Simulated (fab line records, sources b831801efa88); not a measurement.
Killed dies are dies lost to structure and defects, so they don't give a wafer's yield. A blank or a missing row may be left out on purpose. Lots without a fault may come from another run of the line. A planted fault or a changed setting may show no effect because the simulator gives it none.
Which tool did it? | flow sky130 | 12 lots, 36 wafers sampled, at 2 steps of a route of 708

WHAT THE GAUGES READ, wafer by wafer
SKY_CAP2M_THK_MEAS_01.
lot  | measured     | on            | CAP2M_CVD_00_THK (nm)
L075 | day 39 20:40 | film_metro-04 | 15.27 15.66 15.67
L077 | day 40 20:34 | film_metro-04 | 15.61 15.42 15.78
L079 | day 41 02:48 | film_metro-04 | 15.45 15.56 15.51
L082 | day 42 18:54 | film_metro-03 | 15.69 15.62 15.79
L081 | day 42 21:20 | film_metro-03 | 15.63 15.53 15.78
L085 | day 43 04:38 | film_metro-03 | 15.48 15.67 15.68
L087 | day 44 01:43 | film_metro-02 | 14.95 15.12 15.28
L089 | day 44 10:06 | film_metro-03 | 15.24 15.71 15.36
L092 | day 44 17:58 | film_metro-02 | 15.40 15.76 15.87
L093 | day 45 05:47 | film_metro-04 | 15.41 15.09 15.39
L095 | day 45 12:08 | film_metro-03 | 15.34 15.54 15.56
L097 | day 46 00:02 | film_metro-03 | 15.89 16.00 15.48

WHICH TOOL RAN EACH LOT (tool, then ch and the chambers of the sampled wafers, then the start)
lot  | SKY_CAP2M_CVD_00
L075 | pecvd-04 ch 0,1, day 39 20:38
L077 | pecvd-04 ch 0,1,2, day 40 20:33
L079 | pecvd-01 ch 0,2, day 41 02:46
L082 | pecvd-04 ch 0,2, day 42 18:51
L081 | pecvd-03 ch 1,2, day 42 21:19
L085 | pecvd-03 ch 0,2, day 43 04:37
L087 | pecvd-03 ch 0,1, day 44 01:40
L089 | pecvd-03 ch 0,1,2, day 44 10:04
L092 | pecvd-01 ch 1,2, day 44 17:56
L093 | pecvd-03 ch 1,2, day 45 05:45
L095 | pecvd-04 ch 0,1, day 45 12:07
L097 | pecvd-04 ch 0,1,2, day 46 00:01
- SKY_CAP2M_CVD_00: deposits SiO2, target thk 15.5 nm.

THE ANSWER, worked out from the rows above alone
Rule: what is usual is taken from the lots themselves. Put in order of their means at a reading, lots are off if they are a third of the lots or fewer, leave a main group of 4 or more, and stand apart from it by a gap of 3 or more times the standard deviation of the main group's means; of several such gaps the widest counts. A main group whose means are all the same, to the digits that the tables above print for the reading, isn't used. A lot without any number at a reading at which 4 lots or more have one is off too. The other lots that the step has rows for count as sound.
No lot is off at any reading shown: from this, nothing can be told.

WHAT THE SIMULATOR HAD PUT IN
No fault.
